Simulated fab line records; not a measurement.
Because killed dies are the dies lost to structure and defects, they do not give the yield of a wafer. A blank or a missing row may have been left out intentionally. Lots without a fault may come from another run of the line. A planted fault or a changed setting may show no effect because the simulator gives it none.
What tool caused it? | flow sky130 | 15 lots, 44 wafers sampled, at 2 steps of a route of 708

## WHAT EACH GAUGE READ, for each wafer
Not one reading of a measure or inspect step in the record can be checked against a usual standard deviation.

## WHICH TOOL RAN EACH LOT (tool, then ch and the chambers of the sampled wafers, then the start)
lot  | SKY_FIELD_ISO_ETCH_17           | SKY_PAD_OPEN_PROBE_99
L390 | rie-si-01 ch 0,1,2, day 2 06:31 | -
L391 | rie-si-01 ch 1,2,3, day 2 12:10 | -
L392 | rie-si-02 ch 0,2, day 2 16:31   | -
L393 | rie-si-01 ch 1,2,3, day 2 19:49 | -
L395 | rie-si-02 ch 0,1, day 3 06:43   | -
L396 | rie-si-02 ch 0,2,3, day 3 12:17 | -
L397 | rie-si-02 ch 1,3, day 3 16:34   | -
L398 | rie-si-01 ch 0,1,3, day 3 22:16 | -
L399 | rie-si-01 ch 0,3, day 4 03:52   | -
L400 | rie-si-02 ch 0,1,3, day 4 08:38 | -
L401 | rie-si-02 ch 0,1,3, day 4 16:22 | -
L402 | rie-si-01 ch 0,1,3, day 4 19:19 | prober-02, day 48 16:43
L408 | rie-si-01 ch 0,3, day 6 02:47   | -
L409 | rie-si-01 ch 0,1,2, day 6 09:04 | -
L410 | rie-si-01 ch 2,3, day 6 12:58   | -
- SKY_FIELD_ISO_ETCH_17: etches Si in HBr/Cl2/O2, target depth 342 nm, time 97.7 s.
- SKY_PAD_OPEN_PROBE_99

## WHAT THE TOOLS THEMSELVES READ (means of the sampled wafers that have a number; where no wafer has one, the mark that the record gives instead)
SKY_FIELD_ISO_ETCH_17.
lot  | tool      | drypump-motor-current-A (A) | oes-product-au (a.u.) | run-length-s (s) | throttle-valve-pct (%)
L390 | rie-si-01 | 5.4                         | 1.003                 | 126.1            | 25.648
L391 | rie-si-01 | 5.3                         | 1.011                 | 125.9            | 25.638
L392 | rie-si-02 | 5.6                         | 1.006                 | 125.6            | 25.654
L393 | rie-si-01 | 5.3                         | 1.002                 | 126.0            | 25.655
L395 | rie-si-02 | 6.1                         | 1.003                 | 126.3            | 25.654
L396 | rie-si-02 | 5.7                         | 0.999                 | 126.0            | 25.657
L397 | rie-si-02 | 5.7                         | 1.011                 | 126.3            | 25.650
L398 | rie-si-01 | 5.8                         | 1.001                 | 126.2            | 25.652
L399 | rie-si-01 | 6.3                         | 1.007                 | 125.7            | 25.649
L400 | rie-si-02 | 5.9                         | 1.002                 | 126.2            | 25.648
L401 | rie-si-02 | 5.9                         | 1.003                 | 126.1            | 25.649
L402 | rie-si-01 | 5.8                         | 1.007                 | 126.0            | 25.651
L408 | rie-si-01 | 6.3                         | 1.010                 | 115.4            | 25.659
L409 | rie-si-01 | 5.4                         | 1.003                 | 119.6            | 25.651
L410 | rie-si-01 | 5.3                         | 1.011                 | 122.4            | 25.660

SKY_PAD_OPEN_PROBE_99.
lot  | tool      | killed_at_M0_to_M3 | killed_at_M4_up | killed-at-contacts | killed-at-front-end | killed-at-other | killed-dies | killed-open | killed-short
L402 | prober-02 | 44                 | 4.0             | 23                 | 13                  | 0.7             | 85          | 50          | 35

## THE ANSWER, worked out from the rows above alone
Rule: the usual values come from the lots themselves. Put in order of their means at a reading, lots are off if they are a third of the lots or fewer, leave a main group of 4 or more, and stand apart from it by a gap of 3 or more times the standard deviation of the main group's means; of several such gaps the widest counts. A main group whose means are all the same, to the digits that the tables above print for the reading, isn't used. Also off: a lot with no number at a reading for which 4 or more lots have one. Where the step has rows for the other lots, those lots are counted as sound. Order of review: gauges by route order, followed by the tools' own readings, for which a lot's mean as printed above is used. The first step at which some lot is off is used, and at that step the reading that is off furthest; a lot without a number counts as furthest.
Off at SKY_FIELD_ISO_ETCH_17 (run-length-s): L408, L409, L410. Main group: mean 126.0 s, sd 0.21.
A tool fits if, at that step or a process step before it, it ran every lot that is off, and no sound lot after the first of them. One fits: SKY_FIELD_ISO_ETCH_17 on rie-si-01. Its last sound lot is L402 (day 4 19:19), its first lot that is off L408 (day 6 02:47): a fault that began between those two fits.
On the lots that are off, the tool's own readings at SKY_FIELD_ISO_ETCH_17 differ by more than 5 times the standard deviation of the sound lots' means, which bears it out; run-length-s reads 119.1 s there versus 126.0 s on the sound lots.

## WHAT HAD BEEN PUT IN BY THE SIMULATOR
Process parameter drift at SKY_FIELD_ISO_ETCH_17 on rie-si-01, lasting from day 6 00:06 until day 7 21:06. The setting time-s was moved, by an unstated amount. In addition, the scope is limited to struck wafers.
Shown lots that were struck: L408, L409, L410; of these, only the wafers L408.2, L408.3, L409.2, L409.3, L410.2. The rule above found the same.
